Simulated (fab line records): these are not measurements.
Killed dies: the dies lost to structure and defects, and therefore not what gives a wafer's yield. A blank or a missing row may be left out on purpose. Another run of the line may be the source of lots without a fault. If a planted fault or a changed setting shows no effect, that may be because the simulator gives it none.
Code-filled problem report in 8D (eight disciplines) form -- flow sky130 -- the parts of the form that need people (team, actions taken, sign-off) are left out

== 1. PROBLEM STATEMENT ==
overpolishRunS at SKY_VIA4_CMP_21 reads a mean of 26.531 s on 3 wafers of 2 lots; wafers without a fault read 25.000 s with a standard deviation of 0.0092. That is +99 or more standard deviations from the usual mean.
The step: polishes, stops on SiO2, t overpolish 25 s, target thk 0 nm.
First seen on wafer L142.2, day 45 06:14, on cmp-02. At this step, 33 wafers from 11 lots have a number in the record. The rule behind "out" and "out of limits": a value lying over 4 standard deviations away from the usual mean. The rest of the wafers with a number are treated as sound.

== 2. WHAT IT IS, AND WHAT IT ISN'T ==
question,is,is not
which readings at this step,overpolishRunS,"motorCurrentA, timeToEndpointS"
which lots,"L142, L144","L132, L133, L134, L138, L139, L143, L147, L151, L155"
which wafers of those lots,"L142.2, L144.4, L144.5","L142.1, L142.3, L144.6"
read on which tools,cmp-02,cmp-01
when,from day 45 06:14,"up to then (17 sound wafers); but 13 sound wafers of L143, L144, L147, L151, L155 came after"

== 3. WHAT RULES OUT EACH SUSPECT ==
Counting: any tool at a process step up to the reading remains a suspect provided it ran every lot that is out. Sound lots after the first of them don't rule it out here, since some wafers of a struck lot are sound.
- cmp-02 at SKY_VIA4_CMP_21 (polishes, stops on SiO2, t overpolish 25 s, target thk 0 nm): kept. It processed each lot that is out (first: L142, day 45 06:14); up to then, its last sound lot is L139 (day 44 17:02). Out on those wafers are its own readings of overpolishRunS.
- In cmp-02 at SKY_VIA4_CMP_21, the wafers that are out were processed in chamber 0 and their sound lot-mates in chambers 1, 3.
Left after counting: cmp-02 at SKY_VIA4_CMP_21.

== 4. THE CAUSE (what the simulator had put in) ==
cmp-02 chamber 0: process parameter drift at SKY_VIA4_CMP_21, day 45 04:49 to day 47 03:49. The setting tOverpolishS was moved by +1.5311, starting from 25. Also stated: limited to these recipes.
This tool alone remained once counting was done.

== 5. THE CHAIN OF EFFECTS, in route order ==
Each row: a reading where the mean over the struck wafers with a number is more than 3 standard deviations away from the usual. Only readings for which the record gives a usual standard deviation are gone through. hours: the time from each lot's start at the first step in this table that gives one to its start at this step, as a median over the lots. sigmas: the change in usual standard deviations.
hours,step,reading,usual,on struck wafers,change,sigmas
0,SKY_VIA4_CMP_21,overpolishRunS,25.000 s,26.531,+1.531,+99 or more
The process steps in it:
- SKY_VIA4_CMP_21: polishes, stops on SiO2, t overpolish 25 s, target thk 0 nm.

== 6. WHAT WOULD HAVE CAUGHT IT SOONER ==
In this record the first reading out of limits was taken at day 45 06:14, 1 hour after the fault began at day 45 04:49.
